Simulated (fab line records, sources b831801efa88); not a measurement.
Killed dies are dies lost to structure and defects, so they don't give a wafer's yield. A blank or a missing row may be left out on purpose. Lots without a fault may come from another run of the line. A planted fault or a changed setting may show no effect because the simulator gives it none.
fab line records | flow sky130
record lots=12 wafers=36 last_day=50
route steps=708 shown NWELL@64 LOCAL_INTERCONNECT@400 CONTACT@411 VIA1@459
lots that met no fault: from a run of the same line without faults
start_h: hours from the record's first day to the start of the lot's first wafer shown | wait_h: hours since the lot's step before | " the same as in the row above | L1.1+2: a row that stands for several wafers | - no value, or no start given | * or withheld: withheld | < > ~ a bound
route shown NAME@n: a module of which the file shows steps, and the number in the route of the first | usual: mean/standard deviation of fault-free wafers | same: alike in all rows | chamber/n: place in a boat | sites: the reading at each site | _std_site: their standard deviation | _edge_site: outer sites' mean less inner sites' | radius_mm: how far each site lies from the wafer's centre | mask NAME#n: copy n | behind: the tool/chamber that last shaped the wafer | hold: why the lot was held/for how many hours/how that ended | device: the transistor (n, p or np) that didn't switch | end of line: the same wafers' tests at the end of the route | a step without rows: its recipe alone | killed: dies lost to structure and defects at the first sort, not the wafer's yield | map: a wafer's dies, x killed, . not, _ none there
set.NAME: the setting as run; set.NAME@STEP: as run at that earlier step | model.NAME: the simulator's own value behind a step, which no gauge read
steps of the route over a sample of lots; a table a step, a row a wafer
services: from which hour (start_h, from the record's first day; less than 0 if before it) a tool's chamber was out of use, for how many hours, and why
## steps
# step SKY_NWELL_IMPLANT_11
# recipe species=P energy_kev=400 dose_cm2=1.9e+13 tilt_deg=withheld
# usual beam_energy_keV=399.98/0.13 beam_on_s=10.00/0.21 dose_ions_cm2=1.8997e+13/2.1e+10
# columns lot.wafer tool chamber start_h wait_h beam_energy_keV beam_on_s dose_ions_cm2
L293.1 implanter-01 0 114.32 0.0 399.87 9.93 1.8991e+13
L293.2 " 0 " " 399.98 10.06 1.8966e+13
L293.6 " 0 " " 399.82 10.16 1.8979e+13
L295.1 implanter-03 0 118.52 0.0 399.81 10.02 1.9036e+13
L295.3 " 0 " " 399.88 10.10 1.901e+13
L295.6 " 0 " " 400.11 10.11 1.9e+13
L296.2 implanter-03 0 127.95 0.0 399.95 9.82 1.9026e+13
L296.5 " 0 " " 399.98 9.95 1.9034e+13
L296.6 " 0 " " 399.98 10.11 1.8985e+13
L297.1 implanter-02 0 128.60 0.0 400.02 10.18 1.8995e+13
L297.4 " 0 " " 400.09 9.99 1.8981e+13
L297.6 " 0 " " 399.85 10.01 1.8994e+13
L298.1 implanter-03 0 138.77 0.0 399.86 9.98 1.8996e+13
L298.5 " 0 " " 400.05 9.64 1.8963e+13
L298.6 " 0 " " 399.97 10.06 1.8981e+13
L299.2 implanter-02 0 144.32 0.0 399.86 9.96 1.8991e+13
L299.3 " 0 " " 399.96 9.57 1.902e+13
L299.5 " 0 " " 399.87 10.25 1.8996e+13
L301.1 implanter-01 0 152.32 0.0 400.14 10.15 1.901e+13
L301.2 " 0 " " 400.25 10.26 1.9017e+13
L301.3 " 0 " " 400.05 9.93 1.9021e+13
L304.1 implanter-01 0 166.19 0.0 399.99 10.12 1.9003e+13
L304.3 " 0 " " 399.99 9.97 1.9007e+13
L304.5 " 0 " " 399.85 10.00 1.8999e+13
L306.1 implanter-02 0 181.29 0.0 400.16 10.54 1.9004e+13
L306.3 " 0 " " 400.02 10.16 1.8995e+13
L306.6 " 0 " " 399.88 9.87 1.9028e+13
L311.2 implanter-01 0 212.78 0.0 378.78 10.29 1.9003e+13
L311.4 " 0 " " 378.74 9.97 1.9001e+13
L311.5 " 0 " " 378.60 9.76 1.8999e+13
L312.3 implanter-01 0 214.32 0.1 378.91 9.36 1.8965e+13
L312.4 " 0 " " 378.98 9.93 1.8954e+13
L312.5 " 0 " " 378.93 10.29 1.8995e+13
L313.1 implanter-01 0 221.70 0.0 378.76 9.90 1.8999e+13
L313.3 " 0 " " 378.62 9.88 1.9019e+13
L313.5 " 0 " " 378.76 10.04 1.8995e+13
# step SKY_NWELL_RS_MEAS_29
# recipe thk_meas_gauge=four-point-probe
# usual NWELL_RS=625.6/1.9
# columns lot.wafer tool chamber start_h wait_h NWELL_RS[ohm/sq]
L293.1 film_metro-04 - 134.65 0.1 625.2
L293.2 " - " " 625.0
L293.6 " - " " 624.1
L295.1 film_metro-03 - 137.93 0.1 624.1
L295.3 " - " " 624.6
L295.6 " - " " 625.7
L296.2 film_metro-03 - 147.87 0.1 627.7
L296.5 " - " " 627.0
L296.6 " - " " 627.0
L297.1 film_metro-02 - 148.68 0.1 624.8
L297.4 " - " " 623.8
L297.6 " - " " 622.9
L298.1 film_metro-02 - 158.98 0.1 625.8
L298.5 " - " " 626.4
L298.6 " - " " 625.7
L299.2 film_metro-04 - 165.29 0.1 627.3
L299.3 " - " " 627.7
L299.5 " - " " 625.7
L301.1 film_metro-04 - 173.03 0.1 625.4
L301.2 " - " " 625.0
L301.3 " - " " 626.0
L304.1 film_metro-02 - 187.70 0.1 622.4
L304.3 " - " " 622.3
L304.5 " - " " 622.8
L306.1 film_metro-03 - 203.95 0.1 625.5
L306.3 " - " " 625.4
L306.6 " - " " 625.6
L311.2 film_metro-03 - 236.05 0.1 634.8
L311.4 " - " " 634.3
L311.5 " - " " 632.9
L312.3 film_metro-03 - 238.49 0.1 635.7
L312.4 " - " " 635.3
L312.5 " - " " 633.3
L313.1 film_metro-02 - 245.26 0.1 633.2
L313.3 " - " " 631.7
L313.5 " - " " 633.1
# step SKY_LOCAL_INTERCONNECT_ETCH_13
# recipe chemistry=N2/H2 target=BARC ion_energy_ev=200 bias_w=100 pressure_mtorr=30 n2_flow_sccm=100 h2_flow_sccm=200 icp_w=500 stop_on=SiO2 time_s=45.9 target_depth_a=600
# usual drypump_motor_current_A=5.7/0.5 oes_product_au=0.854/0.0043 throttle_valve_pct=13.225/0.0083
# columns lot.wafer tool chamber start_h wait_h drypump_motor_current_A oes_product_au rf_hours_counter_h throttle_valve_pct
L293.1 rie_metal-02 0 746.06 0.0 6.3 0.853 0 13.222
L293.2 " 1 " " 5.8 0.850 8 13.216
L293.6 " 1 " " 5.8 0.853 - 13.216
L295.1 rie_metal-02 0 753.06 0.0 6.3 0.854 0 13.239
L295.3 " 1 " " 5.8 0.855 - 13.218
L295.6 " 0 " " 6.3 0.853 - 13.227
L296.2 rie_metal-02 0 763.44 0.0 6.3 0.849 1 13.230
L296.5 " 1 " " 5.8 0.852 - 13.223
L296.6 " 0 " " 6.3 0.856 - 13.238
L297.1 rie_metal-02 0 768.99 0.0 6.3 0.866 1 13.201
L297.4 " 0 " " 6.2 0.860 - 13.215
L297.6 " 0 " " 6.3 0.856 - 13.233
L298.1 rie_metal-01 1 781.64 0.0 5.9 0.855 8 13.228
L298.5 " 0 " " 5.1 0.850 - 13.229
L298.6 " 1 " " 5.9 0.856 - 13.215
L299.2 rie_metal-04 0 786.71 0.0 4.8 0.845 9 13.218
L299.3 " 1 " " 5.8 0.852 - 13.231
L299.5 " 1 " " 5.9 0.854 - 13.223
L301.1 rie_metal-04 1 797.31 0.0 5.8 0.856 11 13.241
L301.2 " 0 " " 4.8 0.857 9 13.241
L301.3 " 1 " " 5.8 0.850 - 13.232
L304.1 rie_metal-01 1 817.76 0.0 5.9 0.859 9 13.238
L304.3 " 1 " " 6.0 0.857 - 13.224
L304.5 " 1 " " 5.9 0.853 - 13.221
L306.1 rie_metal-04 0 838.89 0.0 4.8 0.858 11 13.220
L306.3 " 0 " " 4.8 0.853 - 13.227
L306.6 " 0 " " 4.8 0.856 - 13.207
L311.2 rie_metal-04 0 875.71 0.0 4.8 0.856 13 13.234
L311.4 " 1 " " 5.8 0.854 - 13.245
L311.5 " 0 " " 4.8 0.851 - 13.223
L312.3 rie_metal-02 1 879.23 0.0 5.8 0.854 - 13.225
L312.4 " 0 " " 6.2 0.850 - 13.221
L312.5 " 0 " " 6.3 0.857 - 13.219
L313.1 rie_metal-02 0 882.39 0.0 6.3 0.858 6 13.224
L313.3 " 1 " " 5.8 0.852 - 13.226
L313.5 " 1 " " 5.8 0.854 - 13.230
# step SKY_CONTACT_BOW_MEAS_05
# recipe mode=bow
# usual CONTACT_BOW=83/6.7
# columns lot.wafer tool chamber start_h wait_h CONTACT_BOW[um]
L293.1 film_metro-03 - 747.29 0.1 78
L293.2 " - " " 75
L293.6 " - " " 83
L295.1 film_metro-03 - 754.29 0.1 84
L295.3 " - " " 77
L295.6 " - " " 87
L296.2 film_metro-04 - 764.69 0.2 80
L296.5 " - " " 91
L296.6 " - " " 80
L297.1 film_metro-04 - 770.22 0.2 86
L297.4 " - " " 92
L297.6 " - " " 85
L298.1 film_metro-03 - 782.99 0.1 78
L298.5 " - " " 73
L298.6 " - " " 77
L299.2 film_metro-04 - 787.96 0.3 82
L299.3 " - " " 83
L299.5 " - " " 84
L301.1 film_metro-01 - 798.54 0.2 86
L301.2 " - " " 94
L301.3 " - " " 81
L304.1 film_metro-04 - 819.14 0.2 81
L304.3 " - " " 92
L304.5 " - " " 86
L306.1 film_metro-04 - 840.19 0.1 89
L306.3 " - " " 88
L306.6 " - " " 89
L311.2 film_metro-04 - 877.00 0.2 97
L311.4 " - " " 85
L311.5 " - " " 86
L312.3 film_metro-01 - 880.54 0.2 94
L312.4 " - " " 86
L312.5 " - " " 86
L313.1 film_metro-04 - 883.62 0.2 84
L313.3 " - " " 74
L313.5 " - " " 83
# step SKY_VIA1_THK_MEAS_01
# recipe reads=SiO2_of_VIA1_HDPCVD_00
# usual VIA1_HDPCVD_THK=1025/9.5
# columns lot.wafer tool chamber start_h wait_h VIA1_HDPCVD_THK[nm]
L293.1 film_metro-03 - 804.08 0.1 1036
L293.2 " - " " 1035
L293.6 " - " " 1043
L295.1 film_metro-01 - 810.21 0.1 1027
L295.3 " - " " 1020
L295.6 " - " " 1037
L296.2 film_metro-02 - 821.03 0.1 1031
L296.5 " - " " 1022
L296.6 " - " " 1029
L297.1 film_metro-03 - 825.35 0.1 1030
L297.4 " - " " 1021
L297.6 " - " " 1025
L298.1 film_metro-02 - 837.79 0.1 1024
L298.5 " - " " 1008
L298.6 " - " " 1038
L299.2 film_metro-01 - 843.47 0.1 1031
L299.3 " - " " 1026
L299.5 " - " " 1037
L301.1 film_metro-01 - 854.26 0.1 1021
L301.2 " - " " 1028
L301.3 " - " " 1020
L304.1 film_metro-02 - 874.75 0.1 1024
L304.3 " - " " 1024
L304.5 " - " " 1016
L306.1 film_metro-03 - 895.91 0.1 1037
L306.3 " - " " 1029
L306.6 " - " " 1023
L311.2 film_metro-03 - 930.88 0.1 1009
L311.4 " - " " 1007
L311.5 " - " " 1029
L312.3 film_metro-01 - 932.72 0.1 1029
L312.4 " - " " 1008
L312.5 " - " " 1031
L313.1 film_metro-03 - 936.66 0.1 1004
L313.3 " - " " 1016
L313.5 " - " " 1007
## services
# columns tool chamber start_h hours kind
implanter-02 - 110.16 1.5 repair
rie_metal-02 0 123.53 2.0 repair
implanter-01 - 223.06 3.5 repair
rie_metal-02 - 223.52 2.8 pm
rie_metal-04 - 249.03 2.8 pm
implanter-01 - 258.89 4.4 pm
rie_metal-02 0 301.52 3.2 repair
implanter-01 - 336.16 3.2 repair
implanter-01 - 366.24 27.6 pm
rie_metal-04 1 404.69 19.5 repair
rie_metal-02 - 405.99 0.3 repair
implanter-01 - 432.44 3.0 pm
implanter-01 - 502.54 2.8 repair
implanter-01 - 552.13 5.5 repair
rie_metal-02 0 556.23 24.4 repair
rie_metal-04 - 637.50 1.4 pm
rie_metal-04 0 640.24 14.2 repair
implanter-01 - 671.43 41.6 pm
rie_metal-02 1 693.76 24.0 repair
rie_metal-02 - 742.88 1.7 repair
implanter-01 - 747.89 4.7 pm
rie_metal-02 - 810.71 0.8 repair
rie_metal-02 - 812.68 0.4 repair
implanter-01 - 833.21 1.2 repair
## key
first_sign step=SKY_NWELL_IMPLANT_11 reading=beam_energy_keV direction=down sigmas=99+ usual=* struck=*
effect step=SKY_NWELL_RS_MEAS_29 reading=NWELL_RS direction=up sigmas=4.3 usual=625.6 struck=633.8
met_at SKY_NWELL_IMPLANT_11
struck_lots L311,L312,L313
tester_left_out L311,L312,L313
not_acting_at SKY_LOCAL_INTERCONNECT_ETCH_13,SKY_CONTACT_BOW_MEAS_05,SKY_VIA1_THK_MEAS_01
onset_between 166.19 212.78
fault kind=process_parameter_drift tool=implanter-01 chamber=- onset_h=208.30 steps=SKY_NWELL_IMPLANT_11 channel=energy_kev offset=* shape=step end_h=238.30 acts_in=* stated=*
# tester_left_out: of these lots the tester's yield and bins aren't shown, on N5 and GAA mostly nor the transistor test; their killed dies are dies lost to structure and defects alone, not to doping, threshold or leakage, so they don't give the yield
